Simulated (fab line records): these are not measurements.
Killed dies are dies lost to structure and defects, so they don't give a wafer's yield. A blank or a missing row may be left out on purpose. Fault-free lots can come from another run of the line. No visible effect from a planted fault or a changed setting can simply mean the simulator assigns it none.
A lot that was struck, set against a sound lot ; flow sky130 ; 29 out of 708 route steps
Sound: wafers L185.1, L185.4, L185.5. Struck: wafers L192.3, L192.5, L192.6. The cause is named last.
At each step with rows: each side's tool, then ch and its chambers, then its first start. Under that, the readings that differ: sound wafers ; struck wafers ; difference of the means ; sigmas: that difference in standard deviations of wafers without a fault.
alike: readings with means less than 2 such deviations apart, plus words and numbers identical on both sides. not compared: withheld readings, readings lacking a value on some wafer, bounds such as >300 that could conceal the same value, and numbers that have no deviation in the record and whose values overlap.
The two part at a step that has a row with sigmas, a row that says differs or no value, or rows on one side only. When numbers do not overlap yet have no deviation, they are printed without sigmas and do not part them. A reading missing from all wafers of one side parts the sides only when that side holds two or more wafers.

SKY_LI_CONTACT_OVL_MEAS_13:
  sound: overlay-01 at day 30 19:16; struck: overlay-02 at day 32 12:50
  alike: LI_CONTACT_OVL
then, 1 step without rows for these wafers: SKY_LI_CONTACT_ETCH_14 (etches BARC in N2/H2, stops on SiO2, time 45.9 s, target depth 60 nm).
SKY_LI_CONTACT_ETCH_15: etches PSG in C4F8/O2/Ar, stops on Si, target depth 600 nm.
  sound on rieDiel-03 ch 0,1,2, day 30 19:20; struck on rieDiel-04 ch 0,1, day 32 12:55
  alike: chamberPressureMTorr, oesProductAu
SKY_LI_CONTACT_STRIP_16: strips in O2/N2.
  sound on plasmaAsher-02 ch 0, day 30 19:26; struck on plasmaAsher-04 ch 0,1, day 32 13:02
reading;sound;struck;difference;sigmas
o2FlowSccm (sccm);3015 3009 3010;2988 2983 3000;-21;-2
  alike: chamberPressureMTorr, drypumpMotorCurrentA, oesProductAu, stripTimeToEndpointS
  not compared: rfHoursCounterH
then, 3 steps without rows for these wafers: SKY_LI_CONTACT_CLEAN_17 (cleans in NMP, time 600 s); SKY_LI_CONTACT_PRE_CLEAN_18 (time 5.6 s); SKY_LI_CONTACT_SPUTTER_19 (material Ti, target thk 20 nm, time 106.37 s).
SKY_LI_CONTACT_SPUTTER_20: material TiN, target thk 20 nm, time 80 s.
  sound: pvdSputter-03 at day 30 19:48; struck: pvdSputter-01 at day 32 13:22
  alike: throttleValvePct
SKY_LI_CONTACT_CVD_21: deposits W, target thk 400 nm, time 120.56 s.
  sound on cvdW-02 ch 0, day 30 19:52; struck on cvdW-01 ch 0,1, day 32 13:28
  alike: heaterPowerW
SKY_LI_CONTACT_RS_MEAS_22: measurement is done with a four-point probe.
  sound: filmMetro-01 at day 30 19:59; struck: filmMetro-03 at day 32 13:35
  alike: LI_CONTACT_W_RS
SKY_LI_CONTACT_THK_MEAS_23: measures by xrf.
  sound: filmMetro-01 at day 30 20:06; struck: filmMetro-03 at day 32 13:41
  alike: LI_CONTACT_W_THK
then, 1 step without rows for these wafers: SKY_LI_CONTACT_CMP_24 (polishes, stops on PSG, t overpolish 20 s, target thk 0 nm).
SKY_LOCAL_INTERCONNECT_SPUTTER_00: material TiN, target thk 100 nm, time 83.3 s.
  sound: pvdSputter-02 at day 30 20:28; struck: pvdSputter-02 at day 32 14:02
  alike: throttleValvePct
SKY_LOCAL_INTERCONNECT_RS_MEAS_01: measurement is done with a four-point probe.
  sound: filmMetro-04 at day 30 20:32; struck: filmMetro-04 at day 32 14:08
reading;sound;struck;difference;sigmas
LOCAL_INTERCONNECT_TIN_RS (ohm/sq);14.33 14.36 14.38;16.98 16.94 17.06;+2.64;+16
SKY_LOCAL_INTERCONNECT_THK_MEAS_02: measures by xrf.
  sound: filmMetro-04 at day 30 20:39; struck: filmMetro-04 at day 32 14:14
reading;sound;struck;difference;sigmas
LOCAL_INTERCONNECT_TIN_THK (nm);99.8 99.9 99.2;87.8 88.2 87.3;-11.9;-10
then, 8 steps without rows for these wafers: SKY_LOCAL_INTERCONNECT_DEHYDRATE_03 (time 60 s); SKY_LOCAL_INTERCONNECT_HMDS_04 (prime time 60 s); SKY_LOCAL_INTERCONNECT_COAT_05 (resist thk 60 nm); SKY_LOCAL_INTERCONNECT_COAT_06 (resist thk 450 nm); SKY_LOCAL_INTERCONNECT_SOFTBAKE_07 (time 90 s); SKY_LOCAL_INTERCONNECT_EXPOSE_08 (exposes mask LI1M, target cd 170 nm); SKY_LOCAL_INTERCONNECT_PEB_09; SKY_LOCAL_INTERCONNECT_DEVELOP_10 (develop time 60 s).
SKY_LOCAL_INTERCONNECT_CD_MEAS_11 targets a cd of 170 nm.
  sound: cdSem-01 at day 32 00:23; struck: cdSem-01 at day 33 16:52
  alike: cdNm
SKY_LOCAL_INTERCONNECT_OVL_MEAS_12:
  sound: overlay-01 at day 32 00:31; struck: overlay-01 at day 33 16:58
  alike: LOCAL_INTERCONNECT_OVL
then, 1 step without rows for these wafers: SKY_LOCAL_INTERCONNECT_ETCH_13 (etches BARC in N2/H2, stops on SiO2, time 45.9 s, target depth 60 nm).
SKY_LOCAL_INTERCONNECT_METAL_ETCH_14: etches TiN in Cl2/BCl3, stops on PSG, target depth 110 nm, time 31.4 s.
  sound on rieMetal-02 ch 1, day 32 00:40; struck on rieMetal-02 ch 0,1, day 33 17:04
reading;sound;struck;difference;sigmas
oesProductAu (a.u.);0.938 0.944 0.926;0.870 0.860 0.861;-0.072;-10
throttleValvePct (%);21.916 21.905 21.924;21.937 21.951 21.964;+0.036;+4
  alike: chamberPressureMTorr, drypumpMotorCurrentA
  not compared: rfHoursCounterH
SKY_LOCAL_INTERCONNECT_STRIP_15: strips in O2/N2.
  sound on plasmaAsher-03 ch 0,1, day 32 00:47; struck on plasmaAsher-03 ch 0,1, day 33 17:08
  alike: chamberPressureMTorr, drypumpMotorCurrentA, o2FlowSccm, oesProductAu, stripTimeToEndpointS
  not compared: rfHoursCounterH
SKY_PAD_OPEN_PROBE_99:
  the record has rows for the sound wafers here (prober-02, day 47 02:45) and none for the struck ones

WHERE THEY PART
Earliest at SKY_LI_CONTACT_STRIP_16; latest, in this record, at SKY_PAD_OPEN_PROBE_99.

WHY: the cause the simulator had injected
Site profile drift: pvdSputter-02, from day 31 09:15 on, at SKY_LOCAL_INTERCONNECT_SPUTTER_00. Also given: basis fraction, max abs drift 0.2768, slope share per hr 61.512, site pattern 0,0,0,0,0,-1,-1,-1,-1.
